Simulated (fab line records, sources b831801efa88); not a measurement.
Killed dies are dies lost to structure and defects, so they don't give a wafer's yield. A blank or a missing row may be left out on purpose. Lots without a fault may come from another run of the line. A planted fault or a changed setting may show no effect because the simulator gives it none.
Which tool did it? | flow sky130 | 10 lots, 30 wafers sampled, at 2 steps of a route of 708

WHAT THE GAUGES READ, wafer by wafer
SKY_VIA1_BOW_MEAS_03.
lot  | measured     | on            | VIA1_BOW (um)
L893 | day 32 20:20 | film_metro-01 | 75 75 74
L900 | day 36 02:00 | film_metro-03 | 85 75 82
L903 | day 36 04:23 | film_metro-01 | 80 93 88
L902 | day 36 06:07 | film_metro-03 | 85 79 82
L906 | day 37 07:44 | film_metro-01 | 66 76 69
L908 | day 37 22:37 | film_metro-01 | 92 78 75
L909 | day 38 03:16 | film_metro-03 | 70 78 77
L913 | day 39 09:19 | film_metro-01 | 72 76 65
L914 | day 39 20:44 | film_metro-01 | 77 80 81
L916 | day 40 02:40 | film_metro-03 | 90 89 71

WHICH TOOL RAN EACH LOT (tool, then ch and the chambers of the sampled wafers, then the start)
lot  | SKY_LI_CONTACT_SPUTTER_19
L893 | pvd_sputter-01, day 29 01:59
L900 | pvd_sputter-01, day 32 12:27
L903 | pvd_sputter-01, day 32 14:23
L902 | pvd_sputter-02, day 32 15:00
L906 | pvd_sputter-01, day 33 17:42
L908 | pvd_sputter-01, day 34 09:26
L909 | pvd_sputter-01, day 34 13:50
L913 | pvd_sputter-02, day 35 22:59
L914 | pvd_sputter-02, day 36 10:32
L916 | pvd_sputter-02, day 36 16:23
- SKY_LI_CONTACT_SPUTTER_19: material Ti, target thk 20 nm, time 106.37 s.

WHAT THE TOOLS THEMSELVES READ (means of the sampled wafers that have a number; where no wafer has one, the mark that the record gives instead)
SKY_LI_CONTACT_SPUTTER_19.
lot  | tool           | cathode_dc_power_W (W) | throttle_valve_pct (%)
L893 | pvd_sputter-01 | 2500.4                 | 30.5
L900 | pvd_sputter-01 | 2500.2                 | 31.2
L903 | pvd_sputter-01 | 2500.0                 | 31.2
L902 | pvd_sputter-02 | 2499.5                 | 29.2
L906 | pvd_sputter-01 | 2499.7                 | 30.8
L908 | pvd_sputter-01 | 2499.9                 | 30.7
L909 | pvd_sputter-01 | 2499.8                 | 30.7
L913 | pvd_sputter-02 | 2500.4                 | 29.5
L914 | pvd_sputter-02 | 2500.0                 | 29.9
L916 | pvd_sputter-02 | 2499.7                 | 29.0

THE ANSWER, worked out from the rows above alone
Rule: what is usual is taken from the lots themselves. Put in order of their means at a reading, lots are off if they are a third of the lots or fewer, leave a main group of 4 or more, and stand apart from it by a gap of 3 or more times the standard deviation of the main group's means; of several such gaps the widest counts. A main group whose means are all the same, to the digits that the tables above print for the reading, isn't used. A lot without any number at a reading at which 4 lots or more have one is off too. The other lots that the step has rows for count as sound. The gauges are gone through in route order, then the tools' own readings, and for those a lot's mean is taken as printed above. The first step at which some lot is off is used, and at that step the reading that is off furthest; a lot without a number counts as furthest.
No lot is off at any reading shown: from this, nothing can be told.

WHAT THE SIMULATOR HAD PUT IN
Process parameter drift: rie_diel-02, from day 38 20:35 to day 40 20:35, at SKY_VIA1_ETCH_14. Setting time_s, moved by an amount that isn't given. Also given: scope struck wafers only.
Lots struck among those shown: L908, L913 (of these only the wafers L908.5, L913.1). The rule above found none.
